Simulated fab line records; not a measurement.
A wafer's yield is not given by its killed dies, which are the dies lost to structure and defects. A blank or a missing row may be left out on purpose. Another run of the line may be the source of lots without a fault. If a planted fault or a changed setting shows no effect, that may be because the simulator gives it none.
The tool behind it: which one?    flow gf180mcu    Sampling: 14 lots, 42 wafers, 4 of 602 route steps

== WHAT THE GAUGES READ, wafer by wafer ==
GF_V5_OVL_MEAS_15. Usual: V5_OVL -1 nm, standard deviation 5.6.
lot   measured      on          V5_OVL (nm)  flag
L257  day 27 14:14  overlay-01  5 1 -2       
L258  day 27 19:53  overlay-01  10 4 6       
L259  day 27 23:00  overlay-01  -1 3 7       
L261  day 28 19:02  overlay-01  -7 -2 3      
L262  day 29 14:14  overlay-02  -9 -7 -6     
L263  day 29 18:17  overlay-01  -8 -12 -9    
L266  day 30 14:35  overlay-02  2 0 -8       
L269  day 31 02:08  overlay-01  -3 2 -4      
L274  day 32 09:50  overlay-01  1 1 5        
L276  day 33 01:17  overlay-02  -1 6 0       
L277  day 33 02:14  overlay-02  -10 8 -1     
L278  day 33 06:00  overlay-01  -9 4 -8      
L279  day 33 11:41  overlay-01  6 2 4        
L280  day 33 17:38  overlay-02  -1 11 -1     

== TOOL THAT RAN EACH LOT (tool first, then ch and the chambers of the sampled wafers, then the start) ==
lot   GF_STI_CLEAN_19                 GF_M5_METAL_ETCH_10                GF_V5_CMP_04
L257  wet bench-01 ch 1, day 2 04:11  rie metal-02 ch 0,1, day 26 16:28  cmp-02 ch 0,2,3, day 26 17:32
L258  wet bench-03 ch 0, day 2 07:46  rie metal-04 ch 0,1, day 26 21:56  cmp-02 ch 0,2,3, day 26 22:52
L259  wet bench-03 ch 3, day 2 13:07  rie metal-04 ch 0,1, day 27 00:33  cmp-02 ch 1,2,3, day 27 01:35
L261  wet bench-01 ch 3, day 2 23:40  rie metal-02 ch 0,1, day 27 21:58  cmp-02 ch 0,2,3, day 27 22:59
L262  wet bench-03 ch 3, day 3 04:25  rie metal-01 ch 0,1, day 28 17:28  cmp-02 ch 1,2,3, day 28 18:30
L263  wet bench-01 ch 2, day 3 08:16  rie metal-04 ch 0,1, day 28 21:42  cmp-01 ch 0,1,2, day 28 22:42
L266  wet bench-01 ch 0, day 4 06:10  rie metal-01 ch 1, day 29 18:46    cmp-02 ch 2,3, day 29 19:44
L269  wet bench-01 ch 2, day 4 16:28  rie metal-04 ch 0,1, day 30 06:47  cmp-02 ch 0,2, day 30 07:47
L274  wet bench-03 ch 0, day 5 18:04  rie metal-02 ch 0,1, day 31 15:35  cmp-02 ch 1,2,3, day 31 16:34
L276  wet bench-03 ch 2, day 6 04:25  rie metal-01 ch 0,1, day 32 07:08  cmp-02 ch 1,2,3, day 32 08:07
L277  wet bench-03 ch 1, day 6 09:01  rie metal-02 ch 0,1, day 32 08:11  cmp-01 ch 0,2, day 32 09:10
L278  wet bench-03 ch 0, day 6 14:43  rie metal-01 ch 0,1, day 32 12:38  cmp-02 ch 1,2,3, day 32 13:37
L279  wet bench-03 ch 0, day 6 19:57  rie metal-01 ch 0,1, day 32 18:29  cmp-01 ch 1,2, day 32 19:25
L280  wet bench-02 ch 1, day 7 00:19  rie metal-01 ch 1, day 33 01:02    cmp-02 ch 1,2,3, day 33 02:06
- GF_STI_CLEAN_19: cleans in dHF, time 20 s.
- GF_M5_METAL_ETCH_10: etches the open film in Cl2/BCl3, stops on SiO2, target depth 750.8 nm, time 125.1 s.
- GF_V5_CMP_04: polishes SiO2.

== AS READ BY THE TOOLS THEMSELVES (means over the sampled wafers that have a number; for cases with no such wafer, the mark the record gives instead) ==
GF_M5_METAL_ETCH_10. Usual: drypump motor current A 5.6 A, standard deviation 0.4; oes product au 0.990 a.u., standard deviation 0.0062; rf fwd power W 796.3 W, standard deviation 2.8; throttle valve pct 28.230 %, standard deviation 0.011.
lot   tool          drypump motor current A (A)  oes product au (a.u.)  rf fwd power W (W)  throttle valve pct (%)  flag
L257  rie metal-02  5.5                          0.989                  796.7               28.237                  
L258  rie metal-04  5.9                          0.991                  797.8               28.227                  
L259  rie metal-04  5.9                          0.993                  797.7               28.224                  
L261  rie metal-02  5.7                          0.992                  796.7               28.236                  
L262  rie metal-01  5.7                          0.991                  794.1               28.238                  
L263  rie metal-04  5.5                          0.992                  797.8               28.227                  
L266  rie metal-01  5.4                          0.977                  792.7               28.235                  
L269  rie metal-04  5.5                          0.987                  798.0               28.227                  
L274  rie metal-02  5.5                          0.983                  795.6               28.244                  
L276  rie metal-01  5.8                          0.992                  792.9               28.227                  
L277  rie metal-02  5.7                          0.993                  795.3               28.224                  
L278  rie metal-01  5.8                          0.989                  796.1               28.232                  
L279  rie metal-01  5.6                          0.983                  796.2               28.251                  
L280  rie metal-01  5.4                          0.983                  794.3               28.238                  

GF_V5_CMP_04. Usual: 11.3 A for motor current A, sd 0.99.
lot   tool    motor current A (A)  flag
L257  cmp-02  10.5                 
L258  cmp-02  10.3                 
L259  cmp-02  11.4                 
L261  cmp-02  10.5                 
L262  cmp-02  11.2                 
L263  cmp-01  12.2                 
L266  cmp-02  11.1                 
L269  cmp-02  10.0                 
L274  cmp-02  10.9                 
L276  cmp-02  11.1                 
L277  cmp-01  11.9                 
L278  cmp-02  10.8                 
L279  cmp-01  12.1                 
L280  cmp-02  10.9                 

== THE ANSWER, worked out from the rows above alone ==
Rule: lot off if the mean of its wafers having a number is beyond 3 standard deviations from the usual mean. Also off: a lot with no number at a reading for which 4 or more lots have one. Where the step has rows for the other lots, those lots are counted as sound. The gauges are gone through in route order, then the tools' own readings, and for those a lot's mean is taken as printed above. The first step at which some lot is off is used, and at that step the reading that is off furthest; a lot without a number counts as furthest.
No lot is off at any reading shown: from this, nothing can be told.

== WHAT HAD BEEN PUT IN BY THE SIMULATOR ==
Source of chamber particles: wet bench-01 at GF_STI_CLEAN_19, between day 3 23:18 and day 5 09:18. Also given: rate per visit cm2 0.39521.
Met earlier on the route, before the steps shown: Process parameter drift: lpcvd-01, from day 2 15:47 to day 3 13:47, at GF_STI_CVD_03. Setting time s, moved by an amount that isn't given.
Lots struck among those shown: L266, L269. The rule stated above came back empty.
